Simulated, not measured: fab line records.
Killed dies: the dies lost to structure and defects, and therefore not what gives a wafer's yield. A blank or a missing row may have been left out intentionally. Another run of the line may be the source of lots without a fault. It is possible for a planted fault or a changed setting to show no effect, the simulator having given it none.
A struck lot beside a sound one | flow sky130 | 15 out of 708 route steps
Sound: wafers L115.1, L115.2, L115.5. Struck: wafers L111.4, L111.5, L111.6. At the end, the cause is stated.
At each step with rows: each side's tool, then ch and its chambers, then its first start. Under that, the readings that differ: sound wafers | struck wafers | difference of the means | sigmas: that difference in standard deviations of wafers without a fault.
alike: a reading whose means differ by less than 2 such deviations, as well as words and numbers matching on both sides. not compared: withheld readings; readings where some wafer has no value; bounds like >300 that might hide an equal value; numbers whose values overlap and for which the record gives no deviation.
Wherever a step has rows on one side only, a row that says differs or no value, or a row with sigmas, the two part there. Non-overlapping numbers with no deviation appear without sigmas and do not part them. A reading missing from all wafers of one side parts the sides only when that side holds two or more wafers.

SKY_SONOS_ONO_CD_MEAS_13 targets a cd of 410 nm.
  sound on cdSem-01, day 17 03:28; struck on cdSem-02, day 15 14:51
  alike: cdNm
SKY_SONOS_ONO_OVL_MEAS_14:
  sound on overlay-01, day 17 03:35; struck on overlay-01, day 15 14:56
  alike: SONOS_ONO_OVL
SKY_SONOS_ONO_ETCH_15: etches the open film in CHF3/O2, target depth 19.52 nm, time 7.8 s.
  sound on rieDiel-01 ch 0,1, day 17 03:38; struck on rieDiel-02 ch 1,2,3, day 15 14:57
  alike: drypumpMotorCurrentA, oesProductAu, throttleValvePct
  not compared: rfHoursCounterH
then, 1 step without rows for these wafers: SKY_SONOS_ONO_WET_ETCH_16 (etches SiO2 in dHF, target depth 14 nm, time 280 s).
SKY_SONOS_ONO_STRIP_17: strips in O2/N2.
  sound on plasmaAsher-03 ch 0,1, day 17 03:44; struck on plasmaAsher-02 ch 0,1, day 15 15:05
  alike: drypumpMotorCurrentA, o2FlowSccm, oesProductAu, stripTimeToEndpointS
  not compared: rfHoursCounterH
then, 3 steps without rows for these wafers: SKY_SONOS_ONO_WET_ETCH_18 (etches Si3N4 in H3PO4, target depth 15 nm, time 172 s); SKY_GATE_OXIDE_CLEAN_00 (cleans in SC1/SC2, time 150 s); SKY_GATE_OXIDE_OXIDATION_01 (stabilise 600 s, purge 300 s, target thk 10.268 nm).
SKY_GATE_OXIDE_THK_MEAS_02:
  sound on filmMetro-02, day 17 07:39; struck on filmMetro-01, day 15 17:04
  alike: GATE_OXIDE_OXIDATION_00_THK
then, 3 steps without rows for these wafers: SKY_GATE_OXIDE_DEHYDRATE_03 (time 60 s); SKY_GATE_OXIDE_HMDS_04 (prime time 60 s); SKY_GATE_OXIDE_COAT_05 (resist thk 1140 nm).
SKY_GATE_OXIDE_SOFTBAKE_06: time 60 s.
  sound on lithoTrack-01 ch 0, day 17 22:17; struck on lithoTrack-03 ch 0, day 16 06:39
reading               | sound             | struck            | difference | sigmas
heaterPowerTotalW (W) | 56.57 56.63 56.56 | 60.25 60.33 60.31 | +3.71      | +84
runLengthS (s)        | 88.8 88.7 88.7    | 78.6 78.9 78.4    | -10.1      | -32
then, 1 step without rows for these wafers: SKY_GATE_OXIDE_EXPOSE_07 (exposes mask LVOM, target cd 600 nm).
-- a jump in the record: the struck wafers' starts before and after are 32 days apart (it breaks off in module GATE_OXIDE and resumes in module PAD_OPEN, where the first step shown is number 708 of the route) --
SKY_PAD_OPEN_PROBE_99:
  sound on prober-01, day 49 08:05; struck on prober-01, day 48 08:19
  alike: killed_at_M0_to_M3, killed_at_M4_up, killedAtContacts, killedAtFrontEnd, killedAtOther, killedDies, killedOpen, killedShort

== WHERE THEY PART ==
Only at SKY_GATE_OXIDE_SOFTBAKE_06, as far as this record shows. Later steps at which nothing parts them and some readings are alike: SKY_PAD_OPEN_PROBE_99.

WHY: whatever the simulator had introduced
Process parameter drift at SKY_GATE_OXIDE_SOFTBAKE_06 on lithoTrack-03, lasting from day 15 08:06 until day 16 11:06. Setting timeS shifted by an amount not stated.
